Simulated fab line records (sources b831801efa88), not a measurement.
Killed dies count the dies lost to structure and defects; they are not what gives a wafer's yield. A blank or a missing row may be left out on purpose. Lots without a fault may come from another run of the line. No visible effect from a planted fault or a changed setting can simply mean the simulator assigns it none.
Struck lot and sound lot, side by side / flow gf180mcu / 16 out of 602 route steps
Sound: these wafers, L750.2, L750.3, L750.5. Struck: wafers L758.2, L758.3, L758.5. The cause comes at the end.
For every step that has rows: the tool of each side, followed by ch and its chambers, followed by its first start. Under that, the readings that differ: sound wafers / struck wafers / difference of the means / sigmas: that difference in standard deviations of wafers without a fault.
alike: words and numbers the same on both sides, and readings whose means are apart by under 2 such deviations; not compared: readings that were withheld, readings missing a value for some wafer, numbers with overlapping values and no deviation given by the record, and bounds like >300 which may hide the same value.
The two part at a step that has a row with sigmas, a row that says differs or no value, or rows on one side only. Numbers that have no deviation but don't overlap get no sigmas and don't part them. A reading that every wafer of one side lacks parts them only if that side has two wafers or more.

first, 6 steps without rows for these wafers: GF_PSD_HMDS_01 (prime time 60 s); GF_PSD_COAT_02 (resist thk 1000 nm); GF_PSD_SOFTBAKE_03 (time 60 s); GF_PSD_EXPOSE_04 (exposes mask Pplus, target cd 400 nm); GF_PSD_PEB_05; GF_PSD_DEVELOP_06 (develop time 60 s).
GF_PSD_CD_MEAS_07: target cd 400 nm.
  sound on cd sem-02, day 14 10:07; struck on cd sem-02, day 17 08:15
  alike: cd nm
GF_PSD_OVL_MEAS_08:
  sound on overlay-02, day 14 10:13; struck on overlay-02, day 17 08:21
  alike: PSD_OVL
following that, these wafers have no rows for 1 step: GF_PSD_IMPLANT_09.
GF_PSD_STRIP_10: strips in O2/N2.
  sound on plasma asher-03 ch 0,1, day 14 10:24; struck on plasma asher-04 ch 0,1, day 17 08:32
reading=strip time to endpoint s (s); sound=16.53 16.52 16.57; struck=16.47 16.46 16.46; difference=-0.08; sigmas=-2
  alike: drypump motor current A, heater power w, n2 flow sccm, oes product au
  not compared: rf hours counter h
GF_PSD_TW_MEAS_11:
  sound on film metro-03, day 14 10:31; struck on film metro-01, day 17 08:38
reading=PSD_TW; sound=3206 3213 3214; struck=3165 3171 3165; difference=-44; sigmas=-2
then, 1 step without rows for these wafers: GF_PSD_CLEAN_12 (cleans in SC1/SC2, time 150 s).
GF_PSD_RTA_13: time 20 s.
  sound on rtp anneal-02 ch 0, day 14 10:37; struck on rtp anneal-01 ch 0, day 17 08:46
reading=lamp power pct (%); sound=36.9 36.9 36.9; struck=32.1 32.2 32.2; difference=-4.7; sigmas=-3
reading=wafer_temp_C_max; sound=1028.1 1029.6 1027.9; struck=1010.0 1007.4 1009.0; difference=-19.7; sigmas=-20
GF_PSD_RS_MEAS_14: the measuring method here is four-point-probe.
  sound on film metro-04, day 14 10:43; struck on film metro-03, day 17 09:08
reading=NSD_RS (ohm/sq); sound=46.30 46.27 46.31; struck=49.02 48.93 49.04; difference=+2.70; sigmas=+33
  not compared: hold
GF_PSD_RS_MEAS_15: the measuring method here is four-point-probe.
  sound on film metro-04, day 14 10:50; struck on film metro-03, day 17 11:43
reading=PSD_RS (ohm/sq); sound=108.65 108.90 108.72; struck=122.97 122.93 123.10; difference=+14.24; sigmas=+55
  not compared: hold
GF_PASSIVATION_PROBE_99:
  rows exist in the record for the sound wafers here (prober-02, day 29 02:23), none for the struck ones

WHERE THEY PART
Earliest at GF_PSD_STRIP_10; latest, in this record, at GF_PASSIVATION_PROBE_99.

WHY: whatever the simulator had introduced
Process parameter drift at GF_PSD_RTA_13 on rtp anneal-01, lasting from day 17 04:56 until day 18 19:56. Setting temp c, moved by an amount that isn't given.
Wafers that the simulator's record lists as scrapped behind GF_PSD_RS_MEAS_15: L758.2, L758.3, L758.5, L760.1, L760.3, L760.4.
